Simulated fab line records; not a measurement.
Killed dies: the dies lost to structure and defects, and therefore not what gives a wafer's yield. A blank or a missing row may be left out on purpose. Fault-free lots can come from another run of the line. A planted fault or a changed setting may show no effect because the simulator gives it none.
Code-filled problem report in 8D (eight disciplines) form | flow gf180mcu | the parts of the form that need people (team, actions taken, sign-off) are left out

1. THE PROBLEM
Wafers with no fault read 0.3000 Pa with a standard deviation of 0.00059, whereas chamberPressurePa at GF_M4_SPUTTER_03 reads a mean of 0.3265 Pa on 1 wafer of 1 lot. That puts it +45 standard deviations away from the usual mean.
The step: material Ti, target thk 10 nm, time 6.7 s.
Earliest sighting: wafer L195.4 on pvdSputter-01 at day 27 03:10. The record holds 39 wafers of 13 lots with a number at this step. Rule for "out" (also "out of limits"): further than 4 standard deviations from the usual mean. The other wafers with a number count as sound.

2. WHAT IT IS, AND WHAT IT ISN'T
question                    | is                | is not
which readings at this step | chamberPressurePa | throttleValvePct
which lots                  | L195              | L182, L184, L185, L186, L187, L188, L190, L194, L201, L202, L203, L204
which wafers of those lots  | L195.4            | L195.2, L195.6
read on which tools         | pvdSputter-01     | pvdSputter-03, pvdSputter-04
when                        | from day 27 03:10 | up to then (26 sound wafers); but 12 sound wafers of L201, L202, L203, L204 came after

3. SUSPECTS, AND WHAT RULES EACH OUT
Counting: if a tool at a process step up to the reading ran every lot that is out, it stays a suspect. Sound lots after the first of them don't rule it out here, since some wafers of a struck lot are sound.
- rieDiel-03 at GF_V3_ETCH_17 (etches SiO2 in C4F8/O2/Ar, stops on TiN, target depth 635 nm): kept. It processed L195, the lot that is out, at day 27 02:32, and its most recent sound lot before then was L194 at day 26 23:05. With no start given for some of its lots, GF_V3_ETCH_17 uses the hours and lot order of GF_V3_RS_MEAS_24.
- pvdSputter-01 at GF_M4_SPUTTER_03 (material Ti, target thk 10 nm, time 6.7 s): kept. It processed L195, the lot that is out, at day 27 03:10, and its most recent sound lot before then was L190 at day 25 09:55. Its own readings are out on those wafers: chamberPressurePa.
- Within rieDiel-03 at GF_V3_ETCH_17: the wafers that are out ran in chamber 3; their sound lot-mates ran in chamber 2.
What counting leaves: rieDiel-03 at GF_V3_ETCH_17 and pvdSputter-01 at GF_M4_SPUTTER_03.

4. THE CAUSE (what the simulator had put in)
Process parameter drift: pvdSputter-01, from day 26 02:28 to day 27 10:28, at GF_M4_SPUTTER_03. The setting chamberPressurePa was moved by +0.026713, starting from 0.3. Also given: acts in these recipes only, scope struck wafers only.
Of the 2 suspects that counting leaves, this tool is one.

5. THE EFFECT CHAIN, in route order
One row per reading whose mean, taken over the struck wafers that have a number, lies over 3 standard deviations from the usual. Only readings whose record carries a usual standard deviation are examined. hours: median over the lots of the time between each lot's start at the first step of this table that gives one and its start at this step. sigmas: the change, counted in usual standard deviations.
hours | step             | reading           | usual     | on struck wafers | change  | sigmas
0     | GF_M4_SPUTTER_03 | chamberPressurePa | 0.3000 Pa | 0.3265           | +0.0265 | +45
It contains these process steps:
- GF_M4_SPUTTER_03: material Ti, target thk 10 nm, time 6.7 s.
Later measuring or inspecting steps at which every struck wafer that the step has a row for has a number for every such reading, and none has moved that far: GF_M4_THK_MEAS_06.

6. WHAT WOULD HAVE CAUGHT IT SOONER
First out-of-limits reading in this record: day 27 03:10, which is 25 hours after fault onset at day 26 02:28.
